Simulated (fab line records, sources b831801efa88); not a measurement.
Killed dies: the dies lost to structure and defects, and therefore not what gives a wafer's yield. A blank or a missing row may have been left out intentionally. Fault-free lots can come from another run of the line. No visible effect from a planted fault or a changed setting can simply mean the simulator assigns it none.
A struck lot beside a sound one :: flow sky130 :: 43 out of 708 route steps
Sound: the wafers L442.2, L442.5, L442.6. The struck wafers were L435.2, L435.6. The cause is given at the end.
Order at every step that has rows: each side's tool, ch and its chambers, its first start. Under that, the readings that differ: sound wafers :: struck wafers :: difference of the means :: sigmas: that difference in standard deviations of wafers without a fault.
alike: a reading whose means differ by less than 2 such deviations, as well as words and numbers matching on both sides. not compared: withheld readings; readings where some wafer has no value; bounds like >300 that might hide an equal value; numbers whose values overlap and for which the record gives no deviation.
The two part at a step that has a row with sigmas, a row that says differs or no value, or rows on one side only. When numbers do not overlap yet have no deviation, they are printed without sigmas and do not part them. A reading missing from all wafers of one side parts the sides only when that side holds two or more wafers.

first, 3 steps without rows for these wafers: SKY_SONOS_ONO_WET_ETCH_18 (etches Si3N4 in H3PO4, target depth 15 nm, time 172 s); SKY_GATE_OXIDE_CLEAN_00 (cleans in SC1/SC2, time 150 s); SKY_GATE_OXIDE_OXIDATION_01 (stabilise 600 s, purge 300 s, target thk 10.268 nm).
SKY_GATE_OXIDE_THK_MEAS_02:
  sound on film_metro-04, day 19 06:10; struck on film_metro-04, day 16 19:12
  alike: GATE_OXIDE_OXIDATION_00_THK
then, 7 steps without rows for these wafers: SKY_GATE_OXIDE_DEHYDRATE_03 (time 60 s); SKY_GATE_OXIDE_HMDS_04 (prime time 60 s); SKY_GATE_OXIDE_COAT_05 (resist thk 1140 nm); SKY_GATE_OXIDE_SOFTBAKE_06 (time 60 s); SKY_GATE_OXIDE_EXPOSE_07 (exposes mask LVOM, target cd 600 nm); SKY_GATE_OXIDE_PEB_08; SKY_GATE_OXIDE_DEVELOP_09 (develop time 60 s).
SKY_GATE_OXIDE_OVL_MEAS_10:
  sound on overlay-02, day 20 12:25; struck on overlay-01, day 18 00:26
reading: GATE_OXIDE_OVL (nm)
sound: -1.5 -0.4 -2.0
struck: 1.5 2.7
difference: +3.4
sigmas: +2
SKY_GATE_OXIDE_IMPLANT_11:
  sound on implanter-01 ch 0, day 20 12:28; struck on implanter-02 ch 0, day 18 00:30
then, 1 step without rows for these wafers: SKY_GATE_OXIDE_WET_ETCH_12 (etches SiO2 in dHF, target depth 16.8 nm, time 336 s).
SKY_GATE_OXIDE_STRIP_13: strips in O2/N2.
  sound on plasma_asher-03 ch 0,1, day 20 12:41; struck on plasma_asher-02 ch 0,1, day 18 00:43
  alike: drypump_motor_current_A, oes_product_au, strip_time_to_endpoint_s
  not compared: rf_hours_counter_h
SKY_GATE_OXIDE_TW_MEAS_14:
  sound on film_metro-02, day 20 12:48; struck on film_metro-03, day 18 00:50
  alike: GATE_OXIDE_TW
then, 3 steps without rows for these wafers: SKY_GATE_OXIDE_CLEAN_15 (cleans in SC1/SC2, time 150 s); SKY_GATE_OXIDE_OXIDATION_16 (stabilise 600 s, purge 300 s, target thk 3.57 nm); SKY_POLY_GATE_CVD_00 (deposits poly-Si, target thk 180 nm, time 720 s).
SKY_POLY_GATE_THK_MEAS_01:
  sound on film_metro-03, day 20 17:16; struck on film_metro-03, day 18 07:02
  alike: POLY_GATE_CVD_00_THK
then, 8 steps without rows for these wafers: SKY_RES_PROTECT_DEHYDRATE_00 (time 60 s); SKY_RES_PROTECT_HMDS_01 (prime time 60 s); SKY_RES_PROTECT_COAT_02 (resist thk 1140 nm); SKY_RES_PROTECT_SOFTBAKE_03 (time 60 s); SKY_RES_PROTECT_EXPOSE_04 (exposes mask RPM, target cd 1270 nm); SKY_RES_PROTECT_PEB_05; SKY_RES_PROTECT_DEVELOP_06 (develop time 60 s); SKY_POLY_GATE_IMPLANT_02.
SKY_RES_PROTECT_STRIP_07: strips in O2/N2.
  sound on plasma_asher-01 ch 0,1, day 21 23:57; struck on plasma_asher-01 ch 0,1, day 19 13:36
  alike: drypump_motor_current_A, oes_product_au, strip_time_to_endpoint_s
  not compared: rf_hours_counter_h
SKY_RES_PROTECT_TW_MEAS_08:
  sound on film_metro-01, day 22 00:04; struck on film_metro-04, day 19 13:43
  alike: POLY_GATE_TW
then, 2 steps without rows for these wafers: SKY_RES_PROTECT_CLEAN_09 (cleans in SC1/SC2, time 150 s); SKY_POLY_GATE_CVD_03 (deposits Si3N4 from DCS/NH3, target thk 75 nm, time 1290 s).
SKY_POLY_GATE_THK_MEAS_04:
  sound on film_metro-02, day 22 01:32; struck on film_metro-03, day 19 15:11
reading: POLY_GATE_CVD_03_THK (nm)
sound: 74.5 74.7 74.7
struck: 77.0 76.9
difference: +2.3
sigmas: +3
then, 8 steps without rows for these wafers: SKY_POLY_GATE_DEHYDRATE_05 (time 60 s); SKY_POLY_GATE_HMDS_06 (prime time 60 s); SKY_POLY_GATE_COAT_07 (resist thk 110 nm); SKY_POLY_GATE_COAT_08 (resist thk 450 nm); SKY_POLY_GATE_SOFTBAKE_09 (time 90 s); SKY_POLY_GATE_EXPOSE_10 (exposes mask P1M, target cd 150 nm); SKY_POLY_GATE_PEB_11; SKY_POLY_GATE_DEVELOP_12 (develop time 60 s).
SKY_POLY_GATE_CD_MEAS_13 targets a cd of 150 nm.
  sound on cd_sem-01, day 23 07:13; struck on cd_sem-02, day 20 21:31
reading: cd_nm (nm)
sound: 152.8 153.3 152.5
struck: 149.1 148.6
difference: -4.0
sigmas: -3
-- the record jumps here: 28 days lie between the struck wafers' starts before and after (it left off in module POLY_GATE and takes up again in module PAD_OPEN, whose first step shown is number 708 of the route) --
SKY_PAD_OPEN_PROBE_99:
  sound on prober-01, day 50 00:35; struck on prober-02, day 48 17:20
reading: model.etest.pfet_01v8_lvt.drive_ua_um
sound: 178.1 176.1 175.2
struck: 164.9 165.5
difference: -11.3
sigmas: 

reading: model.etest.nfet_01v8.drive_ua_um_range
sound: 10.43 12.4 10.87
struck: 16.34 15.76
difference: +4.82
sigmas: 

reading: model.etest.pfet_01v8_mvt.drive_ua_um
sound: 150.1 148.9 148.1
struck: 146.3 145.7
difference: -3.0
sigmas: 

reading: model.etest.nfet_01v8.drive_ua_um_rim_less_centre
sound: 0.5866 3.929 0.9552
struck: -2.326 -7.982
difference: -6.978
sigmas: 

reading: model.etest.pfet_01v8.drive_ua_um_range
sound: 7.48 4.108 6.156
struck: 9.702 14.72
difference: +6.296
sigmas: 

reading: model.etest.pfet_01v8_lvt.off_log10_a_um
sound: -8.792 -8.793 -8.995
struck: -9.961 -9.935
difference: -1.088
sigmas: 
  alike: killed_at_M0_to_M3, killed_at_M4_up, killed_at_contacts, killed_at_front_end, killed_at_other, killed_dies, killed_open, killed_short
  not compared: model.etest.tip_p.rs_ohm_sq, model.etest.pfet_01v8.drive_ua_um

== WHERE THEY PART ==
At SKY_GATE_OXIDE_OVL_MEAS_10 first; at SKY_POLY_GATE_CD_MEAS_13 last (within this record only). Later steps at which nothing parts them and some readings are alike: SKY_PAD_OPEN_PROBE_99.

WHY: the cause the simulator had injected
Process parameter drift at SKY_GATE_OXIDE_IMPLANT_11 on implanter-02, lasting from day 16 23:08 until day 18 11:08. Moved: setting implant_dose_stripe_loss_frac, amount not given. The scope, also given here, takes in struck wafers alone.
